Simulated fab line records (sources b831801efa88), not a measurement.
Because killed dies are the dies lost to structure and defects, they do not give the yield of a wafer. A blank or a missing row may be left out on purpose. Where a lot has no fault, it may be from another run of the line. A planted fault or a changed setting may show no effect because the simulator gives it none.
One fault through the eyes of 2 desks    flow sky130    every desk sees just its own numbers, and what lay behind them comes last

TOOL OWNER'S DESK, litho track-01
Per lot that ran on this tool, the mean of the sampled wafers carrying a number, from the tool's own readings at SKY_VIA4_SOFTBAKE_07 (time 60 s). Marked OUT: a lot whose mean sits more than 4 standard deviations from the usual mean, which makes it out of limits; the brackets give that distance.
Columns: A = heater power total W at SKY_VIA4_SOFTBAKE_07, usual 56.59 W; B = resist line temp C at SKY_VIA4_SOFTBAKE_07, usual 23.02 C; C = run length s at SKY_VIA4_SOFTBAKE_07, usual 89.14 s
lot   first seen here  A                B      C
L987  day 42 07:02     56.57            23.08  89.25
L997  day 45 01:32     58.11 (+32) OUT  22.89  85.09 (-15) OUT
L998  day 45 08:08     58.09 (+32) OUT  23.02  85.08 (-15) OUT
L108  day 47 20:41     56.57            22.94  89.18
L110  day 48 06:52     56.55            23.07  89.35
Finding of this desk: L997, L998 out of limits; the first was L997 at day 45 01:32, on heater power total W at SKY_VIA4_SOFTBAKE_07. L987, L108, L110 stayed within limits.

METROLOGY DESK
What the gauges read for every lot (on any tool): the sampled wafers with a number, averaged. Marked OUT: a lot whose mean sits more than 4 standard deviations from the usual mean, which makes it out of limits; the brackets give that distance.
Columns: A = METAL4_OVL at SKY_METAL4_OVL_MEAS_14, usual -3 nm; B = VIA4_OVL at SKY_VIA4_OVL_MEAS_11, usual -0.7 nm
lot   first seen here  A    B
L987  day 41 17:49     -0   -0.1
L990  day 42 17:42     -5   -0.6
L991  day 42 21:58     -1   -0.3
L992  day 43 08:58     4    -2.0
L997  day 44 13:47     1    -0.6
L998  day 44 18:52     -4   1.2
L103  day 46 07:09     1    -0.6
L106  day 46 15:33     -8   -0.9
L107  day 47 01:00     -12  -0.2
L108  day 47 09:35     4    -1.4
L109  day 47 11:43     -2   -2.8
L110  day 47 19:45     2    -1.2
Finding of this desk: none of the 12 lots has anything out of limits.

ALL TOGETHER
On L997, L998, at day 45 01:32, an alarm was possible from the tool owner's desk.
At the metrology desk, nothing out of limits was observed.
The metrology desk has L997, L998 on record, within its limits.
Every lot named ran SKY_VIA4_SOFTBAKE_07 on litho track-01.

WHAT HAD BEEN PUT IN BY THE SIMULATOR
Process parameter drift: litho track-01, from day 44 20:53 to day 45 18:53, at SKY_VIA4_SOFTBAKE_07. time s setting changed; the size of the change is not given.
Lots struck among those shown: L997, L998.
Hours from the fault's start to each desk's first reading out of limits: the tool owner's desk, 5.
